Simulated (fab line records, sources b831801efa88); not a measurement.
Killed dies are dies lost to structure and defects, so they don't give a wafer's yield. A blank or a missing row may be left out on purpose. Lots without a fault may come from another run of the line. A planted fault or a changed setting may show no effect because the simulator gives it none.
Chamber matching | flow sky130 | SKY_VIA4_ETCH_12 on rie_diel-01: 4 sister chambers
The step etches SiO2 in C4F8/O2/Ar, stops on TiN, target depth 580 nm. 22 wafers are shown with their chamber, then 11 later ones without.

WAFERS WITH THEIR CHAMBER
wafer  | chamber | bias_w (W) | oes_product_au (a.u.)
L074.3 | 1       | 1204       | 0.918
L074.4 | 2       | 1204       | 0.930
L074.5 | 1       | 1205       | 0.927
L076.1 | 1       | 1196       | 0.929
L076.3 | 0       | 1204       | 0.929
L076.5 | 3       | 1202       | 0.925
L077.3 | 3       | 1194       | 0.933
L077.5 | 0       | 1199       | 0.927
L077.6 | 3       | 1195       | 0.928
L078.1 | 2       | 1194       | 0.926
L078.4 | 3       | 1196       | 0.927
L078.5 | 0       | 1201       | 0.932
L079.1 | 1       | 1202       | 0.929
L079.3 | 2       | 1202       | 0.927
L079.5 | 1       | 1199       | 0.925
L081.1 | 3       | 1202       | 0.926
L081.2 | 1       | 1196       | 0.931
L081.4 | 0       | 1198       | 0.923
L083.2 | 1       | 1192       | 0.927
L083.4 | 2       | 1203       | 0.922
L083.6 | 0       | 1202       | 0.926
L084.1 | 0       | 1195       | 0.928

SIGNATURES (means of the wafers above)
reading        | chamber 0 | chamber 1 | chamber 2 | chamber 3 | scatter within a chamber
bias_w         | 1199.83   | 1199.14   | 1200.75   | 1197.80   | 4.16
oes_product_au | 0.92750   | 0.92657   | 0.92625   | 0.92780   | 0.00353
Rule: a wafer's distance from a chamber is the root of the sum, over the readings, of the square of ((its reading less the chamber's mean) divided by the reading's scatter). The wafer belongs to the nearest chamber; if the next one is less than 2 further off, it can't be placed. The scatter: the root of (the sum of the squares of (reading less its chamber's mean) over the shown wafers, divided by (wafers less chambers)).

WAFERS WITHOUT THEIR CHAMBER
wafer  | bias_w (W) | oes_product_au (a.u.)
L084.5 | 1202       | 0.924
L084.6 | 1196       | 0.933
L089.2 | 1204       | 0.921
L089.4 | 1200       | 0.923
L089.5 | 1208       | 0.919
L092.1 | 1198       | 0.927
L092.5 | 1197       | 0.935
L092.6 | 1201       | 0.936
L096.2 | 1202       | 0.929
L096.3 | 1203       | 0.923
L096.5 | 1203       | 0.928

WHICH CHAMBER EACH WENT THROUGH
wafer  | from the rows above               | in truth
L084.5 | can't be placed: 2 or 1 or 0 or 3 | 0
L084.6 | can't be placed: 3 or 0 or 1 or 2 | 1
L089.2 | can't be placed: 2 or 1 or 0 or 3 | 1
L089.4 | can't be placed: 2 or 1 or 0 or 3 | 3
L089.5 | can't be placed: 2 or 1 or 0 or 3 | 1
L092.1 | can't be placed: 3 or 1 or 0 or 2 | 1
L092.5 | can't be placed: 3 or 0 or 1 or 2 | 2
L092.6 | can't be placed: 0 or 3 or 1 or 2 | 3
L096.2 | can't be placed: 0 or 2 or 1 or 3 | 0
L096.3 | can't be placed: 2 or 1 or 0 or 3 | 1
L096.5 | can't be placed: 2 or 0 or 1 or 3 | 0
Placed correctly: 0 of 11. Can't be placed from these rows: 11 (the true chamber is among the candidates in 11). Placed wrongly: 0.
